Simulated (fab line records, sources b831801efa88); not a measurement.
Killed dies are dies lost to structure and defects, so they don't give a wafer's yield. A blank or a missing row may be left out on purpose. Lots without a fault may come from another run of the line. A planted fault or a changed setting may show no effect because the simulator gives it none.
Chamber matching | flow gf180mcu | GF_CONTACT_CVD_02 on pecvd-03: 3 sister chambers
The step deposits SiO2 from TEOS, target thk 860 nm, time 95.992 s. 6 wafers are shown with their chamber, then 7 later ones without.

WAFERS WITH THEIR CHAMBER
wafer  | chamber | heater_power_outer_w (W) | heater_power_w (W)
L356.6 | 2       | 350                      | 593
L369.2 | 1       | 323                      | 632
L369.4 | 2       | 327                      | 570
L369.6 | 0       | 362                      | 607
L373.2 | 0       | 397                      | 663
L373.3 | 1       | 331                      | 632

WAFERS WITHOUT THEIR CHAMBER
wafer  | heater_power_outer_w (W) | heater_power_w (W)
L373.6 | 438                      | 731
L374.1 | 344                      | 676
L374.2 | 456                      | 763
L374.3 | 368                      | 613
L375.4 | 345                      | 651
L375.5 | 358                      | 608
L375.6 | 459                      | 758

WHICH CHAMBER EACH WENT THROUGH
wafer  | from the rows above          | in truth
L373.6 | 0                            | 0
L374.1 | can't be placed: 1 or 0 or 2 | 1
L374.2 | 0                            | 0
L374.3 | can't be placed: 0 or 2 or 1 | 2
L375.4 | can't be placed: 1 or 0 or 2 | 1
L375.5 | can't be placed: 2 or 0 or 1 | 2
L375.6 | 0                            | 0
Placed correctly: 3 of 7. Can't be placed from these rows: 4 (the true chamber is among the candidates in 4). Placed wrongly: 0.
How it was worked out, from the rows above alone: a wafer's distance from a chamber is the root of the sum, over the readings, of the square of ((its reading less the chamber's mean) divided by the reading's scatter). The wafer belongs to the nearest chamber; if the next one is less than 2 further off, it can't be placed. A chamber's mean is the mean of its shown wafers. The scatter: the root of (the sum of the squares of (reading less its chamber's mean) over the shown wafers, divided by (wafers less chambers)).
